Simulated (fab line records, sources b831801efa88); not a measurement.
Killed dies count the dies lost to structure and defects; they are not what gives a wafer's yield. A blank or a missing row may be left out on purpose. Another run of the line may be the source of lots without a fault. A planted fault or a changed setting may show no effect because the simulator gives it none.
Code-filled problem report in 8D (eight disciplines) form    flow sfqLine    the parts of the form that need people (team, actions taken, sign-off) are left out

== 1. WHAT WENT WRONG ==
M0_NB_RS at SFQ_M0_RS_MEAS_904 reads a mean of 0.724 ohm/sq on 6 wafers of 2 lots; wafers without a fault read 0.893 ohm/sq with a standard deviation of 0.01. That puts it -17 standard deviations away from the usual mean.
The step: measures by four-point-probe.
Seen first at day 8 09:56 on filmMetro-03, wafer L485.2. The record holds 42 wafers of 14 lots with a number at this step. Rule for "out", or "out of limits": more than 4 standard deviations from the usual mean. The rest of the wafers with a number are treated as sound.

== 2. WHAT IT IS AND WHAT IT IS NOT ==
question                     is                          is not
which readings at this step  M0_NB_RS                    -
which lots                   L485, L488                  L466, L467, L469, L470, L472, L473, L476, L477, L478, L479, L480, L484
which wafers of those lots   all that have a number      -
read on which gauges         filmMetro-01, filmMetro-03  filmMetro-02
when                         from day 8 09:56            up to then (36 sound wafers)

== 3. SUSPECTS, AND WHAT RULES EACH OUT ==
Counting: a tool stays on the suspect list if, at a process step up to the reading, it processed all lots that are out and no sound lot following the first of them.
- the gauge at SFQ_M0_RS_MEAS_904 has been ruled out. Those wafers that are out were read across 2 gauges (filmMetro-01, filmMetro-03).
- pvdSputter-05 at SFQ_TRILAYER_M0_DEP_SPUTTER_019 (material Nb, target thk 200 nm, time 133.3 s): kept. It processed each lot that is out, first L485 at day 8 09:49, and no sound lot thereafter; up to then, the last sound lot it processed was L480 at day 7 12:14.
After counting, what remains is pvdSputter-05 at SFQ_TRILAYER_M0_DEP_SPUTTER_019.

== 4. THE CAUSE (what the simulator had put in) ==
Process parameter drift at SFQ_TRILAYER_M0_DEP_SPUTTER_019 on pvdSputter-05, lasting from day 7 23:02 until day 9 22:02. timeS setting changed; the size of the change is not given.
Counting left only this tool.

== 5. THE EFFECT CHAIN, in route order ==
Each row: a reading whose mean over the struck wafers that have a number lies more than 3 standard deviations from the usual. Only readings whose record carries a usual standard deviation are examined. hours: median over the lots of the time between each lot's start at the first step of this table that gives one and its start at this step. sigmas: the change, counted in usual standard deviations.
hours  step                                 reading       usual         on struck wafers  change  sigmas
0      SFQ_M0_RS_MEAS_904                   M0_NB_RS      0.893 ohm/sq  0.724             -0.169  -17
42     SFQ_TRILAYER_M0_ETCH_METAL_ETCH_024  oesProductAu  0.892 a.u.    0.993             +0.101  +15
The process steps in it:
- SFQ_TRILAYER_M0_ETCH_METAL_ETCH_024: etches Nb in Cl2/Ar, stops on SiO2, target depth 240 nm, time 120 s.
Later measuring or inspecting steps at which every struck wafer that the step has a row for has a number for every such reading, and none has moved that far: SFQ_I3_BOW_MEAS_922.

== 6. HOW IT WOULD HAVE BEEN CAUGHT EARLIER ==
Counted from the fault's start at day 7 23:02, it took 11 hours until the first out-of-limits reading at a measuring or inspecting step in this record, taken at day 8 09:56.
Tool readings at SFQ_TRILAYER_M0_DEP_SPUTTER_019 with a usual standard deviation given in the record: none out on any struck wafer, hence no alarm at a limit of 4 standard deviations on them.
Among the 2 lots that are out, L488 began SFQ_TRILAYER_M0_DEP_SPUTTER_019 on pvdSputter-05 after day 8 09:56. A tool hold placed at that time would have kept it from harm.
